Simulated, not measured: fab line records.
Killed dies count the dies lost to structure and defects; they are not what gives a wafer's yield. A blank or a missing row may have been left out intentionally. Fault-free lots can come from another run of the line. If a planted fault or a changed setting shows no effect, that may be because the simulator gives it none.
fab line records -- flow sky130 -- part 2 of 2: steps 30 to 39 of 39
[record] lots = 5, wafers = 15, last_day = 49
route steps=708 shown VIA1@471 METAL2@483 VIA2@507
lots with no fault: from the same line, run without faults
start_h: hours from the record's first day to the start of the lot's first wafer shown -- wait_h: hours since the lot's step before -- " identical to the entry in the row above -- L1.1+2: a single row standing in for several wafers -- - value missing, or start not given -- * or withheld: withheld -- < > ~ a bound
route shown NAME@n: NAME is a module with steps in the file, n the number in the route of the first one -- usual: mean/standard deviation taken from wafers without a fault -- same: alike in all rows -- chamber/n: place in a boat -- sites: each site's reading -- _std_site: the standard deviation of these -- _edge_site: outer sites' mean less inner sites' -- radius_mm: how far each site lies from the wafer's centre -- mask NAME#n: copy n -- behind: the most recent tool/chamber to have shaped the wafer -- hold: reason for holding the lot/hours on hold/outcome of the hold -- device: whichever transistor did not switch (one of n, p or np) -- end of line: the tests these same wafers got at the end of their route -- step lacking rows: just its recipe -- killed: count of dies lost to structure and defects at first sort (not the wafer's yield) -- map: a wafer's dies, x killed, . not, _ none there
set.NAME: the run value of the setting; set.NAME@STEP: its run value at that earlier step -- model.NAME: the simulator's own value behind a step, which no gauge read
lots at some steps of the route; a table a step, a row a wafer
services: from which hour (start_h, from the record's first day; less than 0 if before it) a tool's chamber was out of use, for how many hours, and why
[[steps]]
[step SKY_METAL2_DESCUM_17]
[recipe] chemistry = O2, source_power_w = 150, bias_power_w = 0, pressure_mtorr = 10, temp_c = 40, time_s = 8
[usual] drypump_motor_current_A = 5.6/0.6, oes_product_au = 1.001/0.011
lot.wafer,tool,chamber,start_h,wait_h,drypump_motor_current_A,oes_product_au,rf_hours_counter_h
L078.1,rie_metal-04,1,855.50,0.0,5.1,1.007,18
L078.2,rie_metal-04,0,855.50,0.0,6.3,1.020,11
L078.4,rie_metal-04,0,855.50,0.0,6.3,1.013,-
L082.2,rie_metal-03,0,885.89,0.0,6.1,0.994,12
L082.3,rie_metal-03,0,885.89,0.0,6.1,1.001,-
L082.6,rie_metal-03,0,885.89,0.0,6.1,0.995,-
L081.4,rie_metal-04,0,886.60,0.0,6.3,1.007,-
L081.5,rie_metal-04,0,886.60,0.0,6.3,1.011,-
L081.6,rie_metal-04,1,886.60,0.0,5.0,0.997,-
L087.1,rie_metal-01,1,916.05,0.0,5.0,0.991,18
L087.3,rie_metal-01,0,916.05,0.0,4.7,1.004,-
L087.5,rie_metal-01,1,916.05,0.0,5.1,1.010,-
L090.2,rie_metal-04,0,937.92,0.0,6.3,1.011,15
L090.3,rie_metal-04,1,937.92,0.0,5.0,0.996,-
L090.4,rie_metal-04,0,937.92,0.0,6.3,0.994,-
[step SKY_METAL2_ETCH_18]
[recipe] chemistry = N2/H2, target = BARC, ion_energy_ev = 200, bias_w = 100, pressure_mtorr = 30, n2_flow_sccm = 100, h2_flow_sccm = 200, icp_w = 500, stop_on = SiO2, time_s = 45.9, target_depth_a = 600
[usual] drypump_motor_current_A = 5.6/0.6, oes_product_au = 0.854/0.0048, throttle_valve_pct = 13.226/0.0094
lot.wafer,tool,chamber,start_h,wait_h,drypump_motor_current_A,oes_product_au,rf_hours_counter_h,throttle_valve_pct
L078.1,rie_metal-04,1,855.54,0.0,5.0,0.856,18,13.234
L078.2,rie_metal-04,0,855.54,0.0,6.3,0.856,11,13.224
L078.4,rie_metal-04,0,855.54,0.0,6.3,0.857,-,13.235
L082.2,rie_metal-03,0,885.92,0.0,6.1,0.861,12,13.213
L082.3,rie_metal-03,0,885.92,0.0,6.1,0.862,-,13.221
L082.6,rie_metal-03,0,885.92,0.0,6.1,0.854,-,13.217
L081.4,rie_metal-04,0,886.64,0.0,6.3,0.844,-,13.236
L081.5,rie_metal-04,0,886.64,0.0,6.3,0.856,-,13.220
L081.6,rie_metal-04,1,886.64,0.0,5.0,0.849,-,13.213
L087.1,rie_metal-01,1,916.09,0.0,5.0,0.855,18,13.223
L087.3,rie_metal-01,0,916.09,0.0,4.8,0.855,-,13.228
L087.5,rie_metal-01,1,916.09,0.0,5.1,0.858,-,13.242
L090.2,rie_metal-04,0,937.95,0.0,6.3,0.853,15,13.235
L090.3,rie_metal-04,1,937.95,0.0,5.1,0.857,-,13.233
L090.4,rie_metal-04,0,937.95,0.0,6.3,0.850,-,13.216
[step SKY_METAL2_METAL_ETCH_19]
[recipe] target_depth_a = 3600, stop_on = SiO2, over_etch_frac = 0.3, time_s = 78, chemistry = Cl2/BCl3, resist_sidewall_deg = 88, pressure_mtorr = 10, icp_w = 900, bias_w = 48.5, Cl2_flow_sccm = 60, bcl3_flow_sccm = 30
[usual] drypump_motor_current_A = 5.6/0.6, oes_product_au = 0.857/0.0056, throttle_valve_pct = 22.264/0.0086
lot.wafer,tool,chamber,start_h,wait_h,drypump_motor_current_A,oes_product_au,rf_hours_counter_h,throttle_valve_pct
L078.1,rie_metal-04,1,855.60,0.0,5.0,0.852,18,22.281
L078.2,rie_metal-04,0,855.60,0.0,6.3,0.858,11,22.272
L078.4,rie_metal-04,0,855.60,0.0,6.3,0.850,-,22.265
L082.2,rie_metal-03,0,885.99,0.0,6.1,0.855,12,22.263
L082.3,rie_metal-03,0,885.99,0.0,6.1,0.865,-,22.262
L082.6,rie_metal-03,0,885.99,0.0,6.1,0.854,-,22.266
L081.4,rie_metal-04,0,886.72,0.1,6.3,0.861,-,22.265
L081.5,rie_metal-04,0,886.72,0.1,6.3,0.856,-,22.270
L081.6,rie_metal-04,1,886.72,0.1,5.0,0.865,-,22.275
L087.1,rie_metal-01,1,916.15,0.0,5.1,0.855,18,22.271
L087.3,rie_metal-01,0,916.15,0.0,4.8,0.858,-,22.244
L087.5,rie_metal-01,1,916.15,0.0,5.1,0.863,-,22.259
L090.2,rie_metal-04,0,938.01,0.0,6.3,0.864,15,22.253
L090.3,rie_metal-04,1,938.01,0.0,5.0,0.861,-,22.265
L090.4,rie_metal-04,0,938.01,0.0,6.3,0.864,-,22.279
[step SKY_METAL2_STRIP_20]
[recipe] chemistry = O2/N2, power_w = 1400, pressure_mtorr = 1500, platen_temp_c = withheld, o2_flow_sccm = 3000, n2_flow_sccm = 300, overash_fraction = 0.5
[usual] drypump_motor_current_A = 5.83/0.21, oes_product_au = 0.343/0.0045, strip_time_to_endpoint_s = 2.69/0.051
[same] overash_fraction = 0.5
lot.wafer,tool,chamber,start_h,wait_h,drypump_motor_current_A,oes_product_au,rf_hours_counter_h,strip_time_to_endpoint_s
L078.1,plasma_asher-04,0,855.69,0.1,5.74,0.344,104,2.68
L078.2,plasma_asher-04,1,855.69,0.1,5.99,0.343,104,2.59
L078.4,plasma_asher-04,0,855.69,0.1,5.76,0.341,-,2.63
L082.2,plasma_asher-03,1,886.08,0.1,5.31,0.354,13,2.70
L082.3,plasma_asher-03,0,886.08,0.1,6.08,0.346,-,2.69
L082.6,plasma_asher-03,1,886.08,0.1,5.31,0.348,-,2.70
L081.4,plasma_asher-04,0,886.81,0.1,5.74,0.340,-,2.63
L081.5,plasma_asher-04,0,886.81,0.1,5.75,0.333,-,2.61
L081.6,plasma_asher-04,1,886.81,0.1,6.03,0.347,-,2.68
L087.1,plasma_asher-02,0,916.24,0.1,5.85,0.342,79,2.72
L087.3,plasma_asher-02,0,916.24,0.1,5.82,0.341,-,2.73
L087.5,plasma_asher-02,0,916.24,0.1,5.84,0.345,-,2.68
L090.2,plasma_asher-02,1,938.10,0.1,5.75,0.338,81,2.63
L090.3,plasma_asher-02,0,938.10,0.1,5.85,0.334,-,2.66
L090.4,plasma_asher-02,1,938.10,0.1,5.76,0.341,-,2.60
[step SKY_METAL2_STRIP_21]
[recipe] chemistry = post_etch_residue_remover, time_s = 1200, temp_c = 72.5
lot.wafer,tool,chamber,start_h,wait_h
L078.1+2+4,wet_bench-04,0,855.79,0.1
L082.2+3+6,wet_bench-04,3,886.18,0.1
L081.4+5+6,wet_bench-02,3,886.88,0.0
L087.1+3+5,wet_bench-02,2,916.34,0.1
L090.2+3+4,wet_bench-01,3,938.20,0.1
[step SKY_METAL2_CLEAN_22]
[recipe] chemistry = IPA, time_s = 180, temp_c = 25
lot.wafer,tool,chamber,start_h,wait_h
L078.1+2+4,wet_bench-02,3,856.13,0.0
L082.2+3+6,wet_bench-02,1,886.55,0.0
L081.4+5+6,wet_bench-01,0,887.22,0.0
L087.1+3+5,wet_bench-01,3,916.68,0.0
L090.2+3+4,wet_bench-04,1,938.54,0.0
[step SKY_METAL2_CLEAN_23]
[recipe] chemistry = O3/DIW, dry = n2_spin
lot.wafer,tool,chamber,start_h,wait_h
L078.1+2+4,wet_bench-02,0,856.19,0.0
L082.2+3+6,wet_bench-04,2,886.61,0.0
L081.4+5+6,wet_bench-04,0,887.28,0.0
L087.1+3+5,wet_bench-02,0,916.74,0.0
L090.2+3+4,wet_bench-01,3,938.60,0.0
[step SKY_VIA2_HDPCVD_00]
[recipe] material = SiO2, target_thk_nm = 1180, sigma_open_frac = 0.3, time_s = 196.7, temp_c = 400, sih4_flow_sccm = 60, pressure_mtorr = 6
lot.wafer,tool,chamber,start_h,wait_h
L078.1+2+4,hdpcvd-02,"1,0,0",856.29,0.0
L082.2+3+6,hdpcvd-02,"2,0,2",886.71,0.0
L081.4+5+6,hdpcvd-01,"2,1,0",887.44,0.1
L087.1+3+5,hdpcvd-01,"1,0,2",916.83,0.0
L090.2+3+4,hdpcvd-01,"0,0,1",938.69,0.0
[step SKY_VIA2_THK_MEAS_01]
[recipe] reads = SiO2_of_VIA2_HDPCVD_00
[usual] VIA2_HDPCVD_THK = 1186/13
lot.wafer,tool,chamber,start_h,wait_h,VIA2_HDPCVD_THK[nm]
L078.1,film_metro-02,-,856.42,0.1,1191
L078.2,film_metro-02,-,856.42,0.1,1183
L078.4,film_metro-02,-,856.42,0.1,1187
L082.2,film_metro-01,-,886.84,0.1,1184
L082.3,film_metro-01,-,886.84,0.1,1172
L082.6,film_metro-01,-,886.84,0.1,1195
L081.4,film_metro-04,-,887.54,0.0,1189
L081.5,film_metro-04,-,887.54,0.0,1187
L081.6,film_metro-04,-,887.54,0.0,1182
L087.1,film_metro-02,-,916.96,0.1,1179
L087.3,film_metro-02,-,916.96,0.1,1169
L087.5,film_metro-02,-,916.96,0.1,1195
L090.2,film_metro-02,-,938.89,0.1,1180
L090.3,film_metro-02,-,938.89,0.1,1178
L090.4,film_metro-02,-,938.89,0.1,1192
[step SKY_VIA2_CMP_02]
[recipe] material = SiO2, down_force_psi = 4, platen_rpm = 60, pad_velocity_m_s = 0.94248
[usual] motor_current_A = 12.6/2.1
lot.wafer,tool,chamber,start_h,wait_h,motor_current_A
L078.1,cmp-02,2,856.48,0.1,11.2
L078.2,cmp-02,0,856.48,0.1,12.5
L078.4,cmp-02,1,856.48,0.1,13.2
L082.3,cmp-02,1,886.99,0.1,14.2
L082.2,cmp-02,2,886.99,0.1,11.0
L082.6,cmp-02,1,886.99,0.1,13.6
L081.4,cmp-02,0,887.67,0.1,12.5
L081.6,cmp-02,2,887.67,0.1,10.8
L081.5,cmp-02,3,887.67,0.1,13.9
L087.3,cmp-01,1,917.07,0.1,10.7
L087.1,cmp-01,2,917.07,0.1,16.9
L087.5,cmp-01,1,917.07,0.1,11.4
L090.4,cmp-02,1,938.94,0.0,14.5
L090.3,cmp-02,2,938.94,0.0,10.8
L090.2,cmp-02,3,938.94,0.0,14.2
[[services]]
tool,chamber,start_h,hours,kind
wet_bench-04,-,808.08,11.9,repair
wet_bench-04,-,825.26,2.3,repair
krf_scanner-01,-,834.85,1.3,pm
rie_diel-04,-,843.61,1.6,repair
plasma_asher-02,-,851.03,0.5,repair
wet_bench-01,-,856.07,2.0,repair
rie_metal-04,0,858.71,23.8,repair
plasma_asher-04,-,860.28,6.9,repair
plasma_asher-02,-,861.75,1.2,repair
rie_diel-04,2,867.99,9.0,repair
krf_scanner-01,-,868.41,0.8,pm
pvd_sputter-03,-,869.83,7.2,repair
rie_diel-04,1,873.05,6.6,repair
wet_bench-02,-,879.51,1.9,pm
cvd_w-02,-,880.81,1.6,repair
rie_diel-04,2,884.98,3.1,repair
hdpcvd-01,-,898.98,2.8,pm
cmp-02,-,903.55,0.6,repair
rie_metal-03,0,903.81,3.6,repair
hdpcvd-01,2,908.07,6.2,repair
krf_scanner-01,-,908.79,1.0,pm
rie_metal-04,-,916.82,2.8,pm
cvd_w-02,-,918.58,2.8,pm
rie_metal-03,-,927.00,4.3,pm
